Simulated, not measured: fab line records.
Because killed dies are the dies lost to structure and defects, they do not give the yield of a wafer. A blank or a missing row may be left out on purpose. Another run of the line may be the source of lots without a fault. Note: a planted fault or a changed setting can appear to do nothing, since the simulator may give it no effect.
Which tool did it? -- flow gf180mcu -- Sampling: 14 lots, 42 wafers, 4 of 602 route steps

## WHAT EACH GAUGE READ, for each wafer
GF_V1_RS_MEAS_24: measures by four-point-probe.
lot,measured,on,V1_W_RS (ohm/sq)
L869,day 17 19:37,film-metro-02,0.327 0.332 0.325
L870,day 18 06:00,film-metro-02,0.326 0.329 0.328
L871,day 19 00:53,film-metro-04,0.328 0.323 0.332
L873,day 19 19:55,film-metro-01,0.325 0.324 0.328
L875,day 20 17:05,film-metro-02,0.328 0.325 0.323
L876,day 21 07:56,film-metro-04,0.327 0.334 0.328
L877,day 21 08:05,film-metro-02,0.323 0.324 0.320
L878,day 21 13:28,film-metro-01,0.327 0.333 0.332
L879,day 21 21:35,film-metro-04,0.327 0.328 0.336
L883,day 23 08:12,film-metro-04,0.333 0.332 0.329
L885,day 24 04:23,film-metro-04,0.328 0.333 0.327
L890,day 25 18:14,film-metro-02,0.329 0.329 0.322
L891,day 25 22:31,film-metro-04,0.333 0.327 0.324
L892,day 26 00:53,film-metro-01,0.322 0.329 0.325

GF_M2_CD_MEAS_14 targets a cd of 280 nm.
lot,measured,on,cd-nm (nm)
L869,day 18 20:24,cd-sem-02,280.3 279.9 279.9
L870,day 19 06:31,cd-sem-02,278.9 278.9 280.1
L871,day 20 01:44,cd-sem-02,280.7 280.6 280.2
L873,day 20 21:01,cd-sem-01,280.6 280.9 280.4
L875,day 21 18:20,cd-sem-02,280.3 280.0 279.5
L876,day 22 08:35,cd-sem-02,280.7 280.4 279.8
L877,day 22 09:04,cd-sem-01,279.8 279.8 280.5
L878,day 22 13:25,cd-sem-02,279.8 278.7 279.7
L879,day 22 20:46,cd-sem-01,324.6 325.8 324.2 324.4 325.6 323.4
L883,day 24 06:47,cd-sem-01,283.0 281.9 281.0
L885,day 25 02:39,cd-sem-01,312.3 312.7 313.4 312.3 313.1 313.6
L890,day 26 14:56,cd-sem-01,280.4 279.0 279.7
L891,day 26 19:49,cd-sem-02,281.3 281.0 280.5
L892,day 26 23:12,cd-sem-01,281.3 281.5 282.0

## WHICH TOOL RAN EACH LOT (tool, then ch and the chambers of the sampled wafers, then the start)
lot,GF_V1_SPUTTER_22,GF_M2_EXPOSE_11
L869,"pvd-sputter-04, day 17 19:26","krf-scanner-02 ch 0, day 18 08:05"
L870,"pvd-sputter-03, day 18 05:50","krf-scanner-02 ch 0, day 18 18:43"
L871,"pvd-sputter-02, day 19 00:41","krf-scanner-01 ch 0, day 19 13:50"
L873,"pvd-sputter-03, day 19 19:44","krf-scanner-02 ch 0, day 20 08:41"
L875,"pvd-sputter-04, day 20 16:55","krf-scanner-02 ch 0, day 21 06:25"
L876,"pvd-sputter-04, day 21 07:47","krf-scanner-01 ch 0, day 21 20:39"
L877,"pvd-sputter-03, day 21 07:55","krf-scanner-02 ch 0, day 21 21:16"
L878,"pvd-sputter-02, day 21 13:19","krf-scanner-01 ch 0, day 22 02:11"
L879,"pvd-sputter-02, day 21 21:26","krf-scanner-01 ch 0, day 22 09:49"
L883,"pvd-sputter-04, day 23 08:03","krf-scanner-02 ch 0, day 23 20:13"
L885,"pvd-sputter-02, day 24 04:11","krf-scanner-01 ch 0, day 24 16:25"
L890,"pvd-sputter-04, day 25 18:05","krf-scanner-02 ch 0, day 26 05:06"
L891,"pvd-sputter-02, day 25 22:22","krf-scanner-02 ch 0, day 26 09:23"
L892,"pvd-sputter-03, day 26 00:43","krf-scanner-02 ch 0, day 26 12:27"
- GF_V1_SPUTTER_22: material TiN, target thk 10 nm, time 40 s.
- GF_M2_EXPOSE_11: exposes mask Metal2, target cd 280 nm.

## WHAT THE TOOLS THEMSELVES READ (means of the sampled wafers that have a number; where no wafer has one, the mark that the record gives instead)
GF_V1_SPUTTER_22.
lot,tool,chamber-pressure-pa (Pa),throttle-valve-pct (%)
L869,pvd-sputter-04,4.995,29.2
L870,pvd-sputter-03,4.996,29.9
L871,pvd-sputter-02,5.007,29.7
L873,pvd-sputter-03,4.999,29.6
L875,pvd-sputter-04,4.992,29.2
L876,pvd-sputter-04,5.006,29.1
L877,pvd-sputter-03,4.998,29.7
L878,pvd-sputter-02,4.991,29.5
L879,pvd-sputter-02,4.997,29.5
L883,pvd-sputter-04,5.011,29.5
L885,pvd-sputter-02,4.992,29.6
L890,pvd-sputter-04,5.007,29.4
L891,pvd-sputter-02,5.015,30.0
L892,pvd-sputter-03,5.001,29.8

GF_M2_EXPOSE_11.
lot,tool,exposure-dose-mJ-cm2,reticle-temp-C (C)
L869,krf-scanner-02,28.19,22.94
L870,krf-scanner-02,28.22,22.81
L871,krf-scanner-01,27.96,23.12
L873,krf-scanner-02,28.18,23.13
L875,krf-scanner-02,28.26,23.01
L876,krf-scanner-01,28.00,23.12
L877,krf-scanner-02,28.20,22.90
L878,krf-scanner-01,28.01,22.96
L879,krf-scanner-01,20.87,22.96
L883,krf-scanner-02,28.18,22.96
L885,krf-scanner-01,22.28,22.83
L890,krf-scanner-02,28.19,22.96
L891,krf-scanner-02,28.18,22.96
L892,krf-scanner-02,28.22,23.04

## THE ANSWER, worked out from the rows above alone
Rule: the lots themselves supply what counts as usual. Put in order of their means at a reading, lots are off if they are a third of the lots or fewer, leave a main group of 4 or more, and stand apart from it by a gap of 3 or more times the standard deviation of the main group's means; of several such gaps the widest counts. If all means in a main group match to the digits the tables above print for the reading, that group is not used. A lot without any number at a reading at which 4 lots or more have one is off too. Where the step has rows for the other lots, those lots are counted as sound. The gauges are gone through in route order, then the tools' own readings, and for those a lot's mean is taken as printed above. The first step at which some lot is off is used, and at that step the reading that is off furthest; a lot without a number counts as furthest.
Off: L879, L885, at GF_M2_CD_MEAS_14 (cd-nm). The main group has a mean of 280.4 nm with a standard deviation of 0.79.
A tool fits if, at a process step before that reading, it ran every lot that is off, and no sound lot after the first of them. Not tried: the gauges at GF_M2_CD_MEAS_14; whatever is off there is also off at GF_M2_EXPOSE_11, on other tools, and gauge error can't account for it. One fits: krf-scanner-01 at GF_M2_EXPOSE_11. A fault onset in the window from L878 (day 22 02:11, its last sound lot) to L879 (day 22 09:49, its first lot off) fits.
The tool's own readings at GF_M2_EXPOSE_11 bear it out: on the lots that are off they differ by more than 5 times the standard deviation of the sound lots' means. exposure-dose-mJ-cm2 reads 21.58 there against 28.15 on the sound lots.

## WHAT HAD BEEN PUT IN BY THE SIMULATOR
Process parameters drifting: krf-scanner-01 at GF_M2_EXPOSE_11, beginning at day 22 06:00. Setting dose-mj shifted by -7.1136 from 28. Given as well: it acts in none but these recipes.
Struck lots among those shown: L879, L885. The rule given above showed the same thing.
